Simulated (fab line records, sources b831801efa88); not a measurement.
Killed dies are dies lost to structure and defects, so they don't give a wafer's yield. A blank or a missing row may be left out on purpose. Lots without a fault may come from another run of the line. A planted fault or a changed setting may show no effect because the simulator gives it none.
Tool commonality check | flow gf180mcu | 12 lots, 36 wafers sampled

WHY IT WAS OPENED
At GF_HV_LDD_TW_MEAS_11 the reading HV_LDD_TW is flagged on 2 of 12 lots. Wafers without a fault read 2443, standard deviation 21.
Rule: a lot is flagged when every wafer of it that has a number lies more than 4 standard deviations from that mean, or none has a number. The other lots count as sound.

lot  | measured     | on            | HV_LDD_TW, wafer by wafer | flag
L211 | day 10 01:03 | film_metro-03 | 2458 2472 2458            |
L217 | day 12 08:25 | film_metro-01 | 2781 2801 2794            | FLAGGED
L218 | day 12 13:26 | film_metro-04 | 2832 2852 2830            | FLAGGED
L224 | day 14 18:18 | film_metro-04 | 2468 2443 2455            |
L225 | day 14 20:58 | film_metro-03 | 2448 2443 2446            |
L226 | day 15 07:15 | film_metro-04 | 2451 2436 2455            |
L227 | day 15 09:13 | film_metro-04 | 2453 2468 2455            |
L228 | day 15 16:05 | film_metro-03 | 2451 2433 2449            |
L229 | day 16 01:29 | film_metro-04 | 2461 2459 2461            |
L231 | day 16 16:28 | film_metro-03 | 2456 2451 2443            |
L232 | day 16 22:19 | film_metro-03 | 2449 2444 2450            |
L233 | day 17 06:34 | film_metro-04 | 2469 2481 2472            |
The numbers of the flagged lots are 2815 on average: +372 against the usual, or +18 standard deviations.

WHICH TOOL RAN EACH LOT
The record holds 1 process step before the reading, out of a route of 602 steps. In each cell: the tool, then ch and the chambers that the sampled wafers went through, then the start.
lot  | flag    | GF_HV_LDD_IMPLANT_09
L211 |         | implanter-02 ch 0, day 10 00:49
L217 | FLAGGED | implanter-01 ch 0, day 12 08:12
L218 | FLAGGED | implanter-01 ch 0, day 12 13:11
L224 |         | implanter-02 ch 0, day 14 18:03
L225 |         | implanter-02 ch 0, day 14 20:43
L226 |         | implanter-01 ch 0, day 15 06:59
L227 |         | implanter-03 ch 0, day 15 08:58
L228 |         | implanter-01 ch 0, day 15 15:50
L229 |         | implanter-01 ch 0, day 16 01:17
L231 |         | implanter-01 ch 0, day 16 16:13
L232 |         | implanter-01 ch 0, day 16 22:04
L233 |         | implanter-03 ch 0, day 17 06:19
What these steps do:
- GF_HV_LDD_IMPLANT_09
- GF_HV_LDD_TW_MEAS_11

FLAGGED OVER TOTAL, TOOL BY TOOL (the gauges that took the reading come last)
step                 | tool          | lots run | flagged | share of the flagged lots | sound lots run after its first flagged lot
GF_HV_LDD_IMPLANT_09 | implanter-01  | 7        | 2       | all                       | 5 (L226,L228,L229,L231,L232)
GF_HV_LDD_IMPLANT_09 | implanter-02  | 3        | 0       | none                      | -
GF_HV_LDD_IMPLANT_09 | implanter-03  | 2        | 0       | none                      | -
GF_HV_LDD_TW_MEAS_11 | film_metro-01 | 1        | 1       | some                      | 0
GF_HV_LDD_TW_MEAS_11 | film_metro-03 | 5        | 0       | none                      | -
GF_HV_LDD_TW_MEAS_11 | film_metro-04 | 6        | 1       | some                      | 5 (L224,L226,L227,L229,L233)

WHAT THE TABLE ALLOWS
1 row of the table ran every flagged lot: implanter-01 at GF_HV_LDD_IMPLANT_09.
- implanter-01 at GF_HV_LDD_IMPLANT_09: 2 of its 7 lots flagged. Sound lots ran on it after the first flagged one (L226, L228, L229, L231, L232), which a lasting fault on the whole tool wouldn't allow. Its own readings lie more than 4 standard deviations out on every wafer of the flagged lots: dose_ions_cm2, faraday_current_uA.
No row of the table ran every flagged lot and no sound lot after the first.

WHAT THE SIMULATOR HAD PUT IN
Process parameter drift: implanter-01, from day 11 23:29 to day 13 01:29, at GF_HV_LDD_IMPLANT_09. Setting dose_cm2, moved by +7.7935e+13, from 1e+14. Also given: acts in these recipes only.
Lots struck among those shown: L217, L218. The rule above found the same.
